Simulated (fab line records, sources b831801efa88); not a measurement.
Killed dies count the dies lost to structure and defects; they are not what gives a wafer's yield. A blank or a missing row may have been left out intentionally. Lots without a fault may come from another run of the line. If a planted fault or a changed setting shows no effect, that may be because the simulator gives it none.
A struck lot beside a sound one :: flow sky130 :: 24 out of 708 route steps
Sound: wafers L156.1, L156.4, L156.6. The struck wafers were L151.3, L151.4, L151.6. Last of all comes the cause.
For every step that has rows: the tool of each side, followed by ch and its chambers, followed by its first start. Under that, the readings that differ: sound wafers :: struck wafers :: difference of the means :: sigmas: that difference in standard deviations of wafers without a fault.
alike: readings whose means differ by less than 2 such deviations, and words and numbers that are the same on both sides. not compared: withheld readings, readings that some wafer has no value for, bounds like >300 that may hide the same value, and numbers for which the record gives no deviation and whose values overlap.
The two part at a step that has a row with sigmas, a row that says differs or no value, or rows on one side only. Non-overlapping numbers with no deviation appear without sigmas and do not part them. A reading missing from all wafers of one side parts the sides only when that side holds two or more wafers.

first, 2 steps without rows for these wafers: SKY_POLY_GATE_CLEAN_19 (cleans in SC1/SC2, time 150 s); SKY_POLY_GATE_OXIDATION_20 (stabilise 600 s, purge 300 s, target thk 4 nm).
SKY_POLY_GATE_THK_MEAS_21:
  struck on film_metro-03, day 23 11:16; sound on film_metro-04, day 24 09:47
reading: POLY_GATE_OXIDATION_THK (nm)
sound: 3.85 3.85 3.86
struck: 4.13 4.05 4.14
difference: +0.25
sigmas: +3
SKY_POLY_GATE_CD_MEAS_22:
  struck on cd_sem-01, day 23 11:22; sound on cd_sem-02, day 24 09:51
  alike: cd_nm
then, 7 steps without rows for these wafers: SKY_LDD_N_DEHYDRATE_00 (time 60 s); SKY_LDD_N_HMDS_01 (prime time 60 s); SKY_LDD_N_COAT_02 (resist thk 300 nm); SKY_LDD_N_SOFTBAKE_03 (time 60 s); SKY_LDD_N_EXPOSE_04 (exposes mask NTM, target cd 840 nm); SKY_LDD_N_PEB_05; SKY_LDD_N_DEVELOP_06 (develop time 60 s).
SKY_LDD_N_OVL_MEAS_07:
  struck on overlay-01, day 24 16:43; sound on overlay-01, day 25 15:22
reading: LDD_N_OVL (nm)
sound: 0.6 0.5 -0.5
struck: 2.4 2.2 4.0
difference: +2.7
sigmas: +2
SKY_LDD_N_IMPLANT_08:
  sound on implanter-02 ch 0, day 25 15:24; struck on implanter-02 ch 0, day 24 17:07
then, 7 steps without rows for these wafers: SKY_LDD_N_IMPLANT_09; SKY_LDD_N_IMPLANT_10; SKY_LDD_N_IMPLANT_11; SKY_LDD_N_IMPLANT_12; SKY_LDD_N_IMPLANT_13; SKY_LDD_N_IMPLANT_14; SKY_LDD_N_IMPLANT_15.
SKY_LDD_N_STRIP_16: strips in O2/N2.
  sound on plasma_asher-01 ch 0,1, day 25 16:36; struck on plasma_asher-03 ch 0,1, day 24 18:17
reading: oes_product_au (a.u.)
sound: 0.410 0.411 0.409
struck: 0.400 0.402 0.397
difference: -0.010
sigmas: -2

reading: strip_time_to_endpoint_s (s)
sound: 4.286 4.306 4.272
struck: 4.512 4.493 4.493
difference: +0.211
sigmas: +14
  alike: drypump_motor_current_A
  not compared: rf_hours_counter_h
SKY_LDD_N_TW_MEAS_17:
  struck on film_metro-03, day 24 18:25; sound on film_metro-03, day 25 16:42
reading: LDD_N_TW
sound: 2630 2635 2630
struck: 2719 2716 2721
difference: +87
sigmas: +3
then, 1 step without rows for these wafers: SKY_LDD_P_DEHYDRATE_00 (time 60 s).
-- here the record skips 25 days between the struck wafers' starts before and after, leaving off in module LDD_P and picking up in module PAD_OPEN (first step shown: number 708 of the route) --
SKY_PAD_OPEN_PROBE_99:
  struck on prober-02, day 50 05:37; sound on prober-02, day 50 17:49
reading: model.etest.tip_n.rs_ohm_sq
sound: 446.2 440.8 442.2
struck: 389.8 390.3 387
difference: -54.0
sigmas: 

reading: model.etest.via3_chain.rc_ohm
sound: 8.973 10.11 9.574
struck: 8.279 8.025 8.008
difference: -1.448
sigmas: 

reading: model.etest.nfet_01v8_lvt.vt_sat_v (V)
sound: 0.5328 0.5302 0.5414
struck: 0.5092 0.5074 0.5142
difference: -0.0245
sigmas: 

reading: model.etest.nfet_01v8.vt_sat_v (V)
sound: 0.6483 0.6471 0.6577
struck: 0.6248 0.6182 0.6269
difference: -0.0277
sigmas: 
  alike: killed_at_M0_to_M3, killed_at_M4_up, killed_at_contacts, killed_at_front_end, killed_at_other, killed_dies, killed_open, killed_short

WHERE THEY PART
At SKY_POLY_GATE_THK_MEAS_21 first; at SKY_LDD_N_TW_MEAS_17 last (within this record only). Later steps at which nothing parts them and some readings are alike: SKY_PAD_OPEN_PROBE_99.

WHY: what had been put in by the simulator
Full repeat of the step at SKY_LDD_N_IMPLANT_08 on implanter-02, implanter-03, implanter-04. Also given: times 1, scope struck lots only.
